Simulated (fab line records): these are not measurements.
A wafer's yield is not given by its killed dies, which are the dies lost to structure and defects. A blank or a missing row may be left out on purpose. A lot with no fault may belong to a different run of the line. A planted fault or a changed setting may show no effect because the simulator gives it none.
A struck lot beside a sound one || flow gf180mcu || 14 out of 602 route steps
Sound: the wafers L668.3, L668.5, L668.6. Wafers struck: L663.1, L663.3, L663.5. The cause is named last.
Each step with rows lists, per side, the tool, then ch with its chambers, then its first start. Under that, the readings that differ: sound wafers || struck wafers || difference of the means || sigmas: that difference in standard deviations of wafers without a fault.
alike: a reading whose means differ by less than 2 such deviations, as well as words and numbers matching on both sides. not compared: withheld readings; readings where some wafer has no value; bounds like >300 that might hide an equal value; numbers whose values overlap and for which the record gives no deviation.
Wherever a step has rows on one side only, a row that says differs or no value, or a row with sigmas, the two part there. Numbers that don't overlap but have no deviation are shown without sigmas and don't part them. A reading that every wafer of one side lacks parts them only if that side has two wafers or more.

GF_M4_SPUTTER_00: material Ti, target thk 37.5 nm, time 150 s.
  struck on pvd-sputter-03, day 27 10:55; sound on pvd-sputter-01, day 29 01:08
  alike: throttle-valve-pct
GF_M4_SPUTTER_01: material TiN, target thk 30 nm, time 25 s.
  struck on pvd-sputter-03, day 27 11:01; sound on pvd-sputter-01, day 29 01:14
  alike: throttle-valve-pct
GF_M4_SPUTTER_02: material AlCu, target thk 450 nm, time 23.9 s.
  struck on pvd-sputter-03, day 27 11:03; sound on pvd-sputter-01, day 29 01:16
  alike: throttle-valve-pct
GF_M4_SPUTTER_03: material Ti, target thk 10 nm, time 6.7 s.
  struck on pvd-sputter-03, day 27 11:05; sound on pvd-sputter-01, day 29 01:17
  alike: throttle-valve-pct
GF_M4_SPUTTER_04: material TiN, target thk 50 nm, time 41.7 s.
  struck on pvd-sputter-03, day 27 11:06; sound on pvd-sputter-01, day 29 01:19
  alike: throttle-valve-pct
GF_M4_RS_MEAS_05: measurement is done with a four-point probe.
  struck on film-metro-04, day 27 11:08; sound on film-metro-04, day 29 01:23
{"reading": "M4_ALCU_RS (ohm/sq)", "sound": "0.0718 0.0713 0.0714", "struck": "0.0683 0.0689 0.0697", "difference": -0.0025, "sigmas": -3}
GF_M4_THK_MEAS_06: measures by xrf.
  struck on film-metro-04, day 27 11:16; sound on film-metro-04, day 29 01:29
{"reading": "M4_ALCU_THK (nm)", "sound": "432 436 433", "struck": "453 449 445", "difference": "+15", "sigmas": "+3"}
then, 5 steps without rows for these wafers: GF_M4_DEHYDRATE_07 (time 60 s); GF_M4_HMDS_08 (prime time 60 s); GF_M4_COAT_09 (resist thk 1000 nm); GF_M4_SOFTBAKE_10 (time 60 s); GF_M4_EXPOSE_11 (exposes mask Metal4, target cd 280 nm).
GF_M4_PEB_12: peb time 90 s.
  sound on litho-track-04 ch 0, day 29 19:27; struck on litho-track-04, day 28 06:29
  no value came back on the struck wafers for chill-plate-temp-C (C), exhaust-pa (Pa), peb-time-s (s); on the sound wafers chill-plate-temp-C (C) reads 23.00 23.07 22.90
then, 1 step without rows for these wafers: GF_M4_DEVELOP_13 (develop time 60 s).

## WHERE THEY PART
At GF_M4_RS_MEAS_05 first; at GF_M4_PEB_12 last (within this record only).

WHY: what the simulator had put in
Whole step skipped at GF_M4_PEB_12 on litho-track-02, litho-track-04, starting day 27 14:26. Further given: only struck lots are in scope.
